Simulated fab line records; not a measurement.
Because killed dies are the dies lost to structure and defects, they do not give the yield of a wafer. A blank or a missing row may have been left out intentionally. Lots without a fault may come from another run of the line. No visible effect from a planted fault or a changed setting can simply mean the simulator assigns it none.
Chamber matching | flow sky130 | hdpcvd-02 running SKY_LI_CONTACT_HDPCVD_00: 3 sister chambers
The step deposits PSG, target thk 930 nm, time 155 s. 6 wafers are shown with their chamber, then 7 later ones without.

WAFERS WITH THEIR CHAMBER
wafer  | chamber | run length s (s) | pressure mtorr (mTorr)
L734.4 | 0       | 183.7            | 5.985
L736.1 | 2       | 182.2            | 5.989
L736.5 | 1       | 182.1            | 6.004
L736.6 | 2       | 181.9            | 6.005
L739.2 | 1       | 181.9            | 6.009
L739.4 | 0       | 183.5            | 5.993

WAFERS WHOSE CHAMBER IS MISSING
wafer  | run length s (s) | pressure mtorr (mTorr)
L739.6 | 182.1            | 6.003
L740.3 | 182.8            | 5.999
L740.4 | 182.0            | 5.970
L740.5 | 182.3            | 5.986
L741.2 | 182.7            | 5.989
L741.4 | 182.0            | 5.991
L741.5 | 181.9            | 6.019

WHICH CHAMBER EACH ONE RAN IN
wafer  | from the rows above          | in truth
L739.6 | can't be placed: 1 or 2      | 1
L740.3 | can't be placed: 2 or 1 or 0 | 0
L740.4 | can't be placed: 2 or 1      | 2
L740.5 | can't be placed: 2 or 1      | 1
L741.2 | can't be placed: 2 or 1 or 0 | 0
L741.4 | can't be placed: 2 or 1      | 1
L741.5 | can't be placed: 1 or 2      | 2
Correctly placed: 0 of 7. Not placeable from these rows: 7 (in 7, the candidates include the true chamber). Wrongly placed: 0.
How it was worked out, from the rows above alone: a wafer's distance from a chamber is the root of the sum, over the readings, of the square of ((its reading less the chamber's mean) divided by the reading's scatter). The wafer belongs to the nearest chamber; if the next one is less than 2 further off, it can't be placed. A chamber's mean is the mean of its shown wafers. The scatter: take each reading less its chamber's mean, square it, sum over the shown wafers, divide by the number of wafers less the number of chambers, and take the root.
